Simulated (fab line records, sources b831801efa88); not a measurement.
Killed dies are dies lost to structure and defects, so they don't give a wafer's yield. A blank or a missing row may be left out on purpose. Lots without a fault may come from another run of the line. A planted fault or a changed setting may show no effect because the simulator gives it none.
Chamber matching | flow sky130 | SKY_FIELD_ISO_ETCH_17 on rie_si-02: 4 sister chambers
The step etches Si in HBr/Cl2/O2, target depth 342 nm, time 97.7 s. 27 wafers are shown with their chamber, then 12 later ones without.

WAFERS WITH THEIR CHAMBER
wafer  | chamber | throttle_valve_pct (%) | oes_product_au (a.u.) | O2_flow_sccm (sccm)
L074.1 | 3       | 25.645                 | 0.996                 | 5.984
L074.3 | 1       | 25.668                 | 0.988                 | 6.003
L074.5 | 1       | 25.658                 | 0.980                 | 6.030
L077.2 | 2       | 25.663                 | 0.997                 | 6.013
L077.3 | 0       | 25.669                 | 0.992                 | 5.988
L077.6 | 1       | 25.661                 | 1.002                 | 6.015
L078.2 | 3       | 25.638                 | 1.010                 | 5.980
L078.4 | 1       | 25.663                 | 0.994                 | 5.993
L078.6 | 1       | 25.664                 | 0.991                 | 6.013
L079.1 | 3       | 25.649                 | 0.999                 | 6.013
L079.2 | 0       | 25.663                 | 0.990                 | 6.016
L079.3 | 2       | 25.655                 | 0.998                 | 6.021
L082.1 | 2       | 25.639                 | 0.997                 | 5.977
L082.4 | 1       | 25.662                 | 0.984                 | 5.976
L082.5 | 0       | 25.668                 | 0.992                 | 6.004
L083.2 | 1       | 25.665                 | 0.994                 | 6.008
L083.4 | 2       | 25.646                 | 1.007                 | 5.966
L083.6 | 2       | 25.658                 | 1.003                 | 5.979
L085.2 | 2       | 25.661                 | 0.993                 | 5.995
L085.3 | 1       | 25.652                 | 0.992                 | 5.995
L085.6 | 0       | 25.675                 | 1.002                 | 5.981
L088.2 | 2       | 25.660                 | 1.002                 | 6.011
L088.4 | 0       | 25.663                 | 1.008                 | 5.990
L088.5 | 2       | 25.658                 | 1.009                 | 6.022
L089.3 | 2       | 25.651                 | 0.998                 | 5.977
L089.4 | 2       | 25.645                 | 1.008                 | 5.976
L089.5 | 1       | 25.664                 | 0.994                 | 5.993

SIGNATURES (means of the wafers above)
reading            | chamber 0 | chamber 1 | chamber 2 | chamber 3 | scatter within a chamber
throttle_valve_pct | 25.66760  | 25.66189  | 25.65360  | 25.64400  | 0.00628
oes_product_au     | 0.99680   | 0.99100   | 1.00120   | 1.00167   | 0.00642
O2_flow_sccm       | 5.99580   | 6.00289   | 5.99370   | 5.99233   | 0.0181
Rule: a wafer's distance from a chamber is the root of the sum, over the readings, of the square of ((its reading less the chamber's mean) divided by the reading's scatter). The wafer belongs to the nearest chamber; if the next one is less than 2 further off, it can't be placed. The scatter: the root of (the sum of the squares of (reading less its chamber's mean) over the shown wafers, divided by (wafers less chambers)).

WAFERS WITHOUT THEIR CHAMBER
wafer  | throttle_valve_pct (%) | oes_product_au (a.u.) | O2_flow_sccm (sccm)
L090.1 | 25.663                 | 1.004                 | 5.987
L090.3 | 25.647                 | 1.010                 | 5.997
L090.4 | 25.657                 | 1.008                 | 5.991
L094.1 | 25.665                 | 1.012                 | 5.971
L094.3 | 25.667                 | 0.996                 | 5.988
L094.5 | 25.643                 | 1.000                 | 5.993
L096.1 | 25.670                 | 1.001                 | 5.992
L096.2 | 25.650                 | 1.011                 | 5.995
L096.4 | 25.663                 | 0.996                 | 5.988
L097.1 | 25.649                 | 0.986                 | 6.013
L097.3 | 25.664                 | 1.002                 | 6.000
L097.4 | 25.677                 | 1.000                 | 6.039

WHICH CHAMBER EACH WENT THROUGH
wafer  | from the rows above               | in truth
L090.1 | can't be placed: 0 or 2 or 1 or 3 | 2
L090.3 | can't be placed: 3 or 2           | 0
L090.4 | can't be placed: 2 or 3 or 0 or 1 | 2
L094.1 | can't be placed: 0 or 2 or 1 or 3 | 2
L094.3 | can't be placed: 0 or 1 or 2      | 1
L094.5 | can't be placed: 3 or 2           | 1
L096.1 | can't be placed: 0 or 1 or 2      | 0
L096.2 | can't be placed: 2 or 3 or 0      | 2
L096.4 | can't be placed: 0 or 1 or 2      | 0
L097.1 | can't be placed: 1 or 2 or 3 or 0 | 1
L097.3 | can't be placed: 0 or 2 or 1      | 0
L097.4 | can't be placed: 0 or 1 or 2      | 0
Placed correctly: 0 of 12. Can't be placed from these rows: 12 (the true chamber is among the candidates in 10). Placed wrongly: 0.
